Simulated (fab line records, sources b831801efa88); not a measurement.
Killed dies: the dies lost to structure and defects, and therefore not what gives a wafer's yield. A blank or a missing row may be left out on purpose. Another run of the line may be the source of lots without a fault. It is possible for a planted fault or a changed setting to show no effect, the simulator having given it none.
What tool caused it?	flow gf180mcu	21 wafers from 7 lots sampled at 2 of the route's 602 steps

== WHAT THE GAUGES READ, wafer by wafer ==
GF_HV_LDD_TW_MEAS_38.
lot	measured	on	HV_LDD_3_TW
L449	day 12 02:38	film metro-04	1420 1418 1426
L451	day 12 18:02	film metro-04	1416 1416 1419
L454	day 13 19:59	film metro-03	1403 1418 1415
L458	day 15 03:12	film metro-03	1416 1411 1406
L460	day 15 19:32	film metro-04	1428 1433 1430
L465	day 17 09:23	film metro-04	1302 1307 1306 1299 1302 1304
L469	day 18 21:57	film metro-04	1426 1432 1430

== EACH LOT AND THE TOOL THAT RAN IT (in order: tool; ch and the chambers of the sampled wafers; start) ==
lot	GF_HV_LDD_IMPLANT_36
L449	implanter-01 ch 0, day 12 02:23
L451	implanter-03 ch 0, day 12 17:47
L454	implanter-01 ch 0, day 13 19:46
L458	implanter-01 ch 0, day 15 02:59
L460	implanter-03 ch 0, day 15 19:17
L465	implanter-04, day 17 09:10
L469	implanter-04 ch 0, day 18 21:42
- GF_HV_LDD_IMPLANT_36

== THE ANSWER, worked out from the rows above alone ==
Rule: the usual values come from the lots themselves. Put in order of their means at a reading, lots are off if they are a third of the lots or fewer, leave a main group of 4 or more, and stand apart from it by a gap of 3 or more times the standard deviation of the main group's means; of several such gaps the widest counts. A main group whose means are all the same, to the digits that the tables above print for the reading, isn't used. A lot without any number at a reading at which 4 lots or more have one is off too. Where the step has rows for the other lots, those lots are counted as sound.
Off: L465, at GF_HV_LDD_TW_MEAS_38 (HV_LDD_3_TW). For the main group the mean is 1420 and the standard deviation 7.6.
A tool fits if, at a process step before that reading, it ran every lot that is off, and no sound lot after the first of them. The gauges at GF_HV_LDD_TW_MEAS_38 are tried like those tools. Not one of the candidates tried fits.

== WHAT WAS PUT IN BY THE SIMULATOR ==
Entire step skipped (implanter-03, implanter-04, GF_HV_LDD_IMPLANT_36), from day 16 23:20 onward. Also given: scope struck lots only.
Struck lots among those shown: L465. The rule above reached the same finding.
